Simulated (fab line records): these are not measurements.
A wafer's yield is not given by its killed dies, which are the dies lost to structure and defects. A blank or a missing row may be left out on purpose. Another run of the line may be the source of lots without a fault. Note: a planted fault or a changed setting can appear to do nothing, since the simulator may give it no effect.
Split-lot experiment | flow gf180mcu | on a route of 602 steps: 5 lots, 23 wafers read

THE SPLIT ITSELF
At GF_V1_SPUTTER_21 (material Ti, target thk 15 nm, time 80.02 s), the setting time s was moved away from the recipe's 80.02 s on 7 of the 23 wafers read, by -11.2% to +8.2%. For the rest of the wafers, this setting stayed at what the recipe calls for.

The reading comes from the split's own step.

THE READING
Ti_of_V1_SPUTTER_21.thk nm (the simulator's own value, which no gauge read), in nm, at GF_V1_SPUTTER_21 (material Ti, target thk 15 nm, time 80.02 s). The file gives no usual value for it. Here, 16 wafers ran the recipe; their average is 14.97 nm with a standard deviation of 0.28 nm.

wafer  | tool, chamber at the split | time s as run, s | against the recipe | Ti_of_V1_SPUTTER_21.thk nm, nm | against lot-mates on the recipe
L079.1 | pvd sputter-04, -          | 80.02            | recipe             | 15.24                          | -
L079.2 | pvd sputter-04, -          | 80.02            | recipe             | 14.58                          | -
L079.4 | pvd sputter-04, -          | 86.59            | +8.2%              | 16.12                          | +1.24
L079.5 | pvd sputter-04, -          | 86.59            | +8.2%              | 16.34                          | +1.46
L079.6 | pvd sputter-04, -          | 80.02            | recipe             | 14.82                          | -
L082.2 | pvd sputter-03, -          | 80.02            | recipe             | 15.55                          | -
L082.3 | pvd sputter-03, -          | 80.02            | recipe             | 15.31                          | -
L082.4 | pvd sputter-03, -          | 80.02            | recipe             | 15.05                          | -
L082.5 | pvd sputter-03, -          | 71.05            | -11.2%             | 13.54                          | -1.76
L082.6 | pvd sputter-03, -          | 71.05            | -11.2%             | 13.82                          | -1.48
L083.2 | pvd sputter-03, -          | 80.02            | recipe             | 14.82                          | -
L083.4 | pvd sputter-03, -          | 80.02            | recipe             | 15.05                          | -
L083.5 | pvd sputter-03, -          | 80.02            | recipe             | 14.79                          | -
L084.1 | pvd sputter-03, -          | 75               | -6.3%              | 14.24                          | -0.95
L084.2 | pvd sputter-03, -          | 80.02            | recipe             | 15.13                          | -
L084.3 | pvd sputter-03, -          | 75               | -6.3%              | 13.83                          | -1.36
L084.5 | pvd sputter-03, -          | 75               | -6.3%              | 14.16                          | -1.03
L084.6 | pvd sputter-03, -          | 80.02            | recipe             | 15.24                          | -
L085.1 | pvd sputter-03, -          | 80.02            | recipe             | 14.43                          | -
L085.2 | pvd sputter-03, -          | 80.02            | recipe             | 14.86                          | -
L085.3 | pvd sputter-03, -          | 80.02            | recipe             | 14.78                          | -
L085.4 | pvd sputter-03, -          | 80.02            | recipe             | 15.09                          | -
L085.6 | pvd sputter-03, -          | 80.02            | recipe             | 14.8                           | -

THE FIT
A straight line over all 23 wafers: Ti_of_V1_SPUTTER_21.thk nm changes by +0.133 nm for each +1% of time s; r = +0.92; the points scatter about the line by 0.27 nm.
The same after taking each lot's own level away (the mean of its wafers on the recipe; 23 wafers): +0.158 nm for each +1%; r = +0.97; scatter 0.2 nm.
On that fit, the largest move of time s shifts the reading by 1.8 nm.
The span of the lots' own levels, 14.792 to 15.303 nm, comes to 1.8 times the standard deviation stated above.
In other words, the slope is changed by the lot-to-lot level; the two fits disagree.
Check: for one of the wafers moved furthest among these (-11.2%), held out of the fit, the line's prediction against its lot-mates is -1.77 nm. Against them it came out at -1.76 nm.

THE OTHER SPLITS THESE WAFERS WENT THROUGH
Note: prior to the reading, these wafers also went through further splits. Each is held against what the fit with the lots' levels taken away leaves over:
other split on the same wafers | wafers away from the commonest value | r with Ti_of_V1_SPUTTER_21.thk nm (lot level and that fit taken away)
GF_M1_EXPOSE_11 dose mj        | 4                                    | -0.17

THE FILE'S OWN FIT
Ti_of_V1_SPUTTER_21.thk nm changes by +0.156 nm for each +1% of time s, r = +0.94.
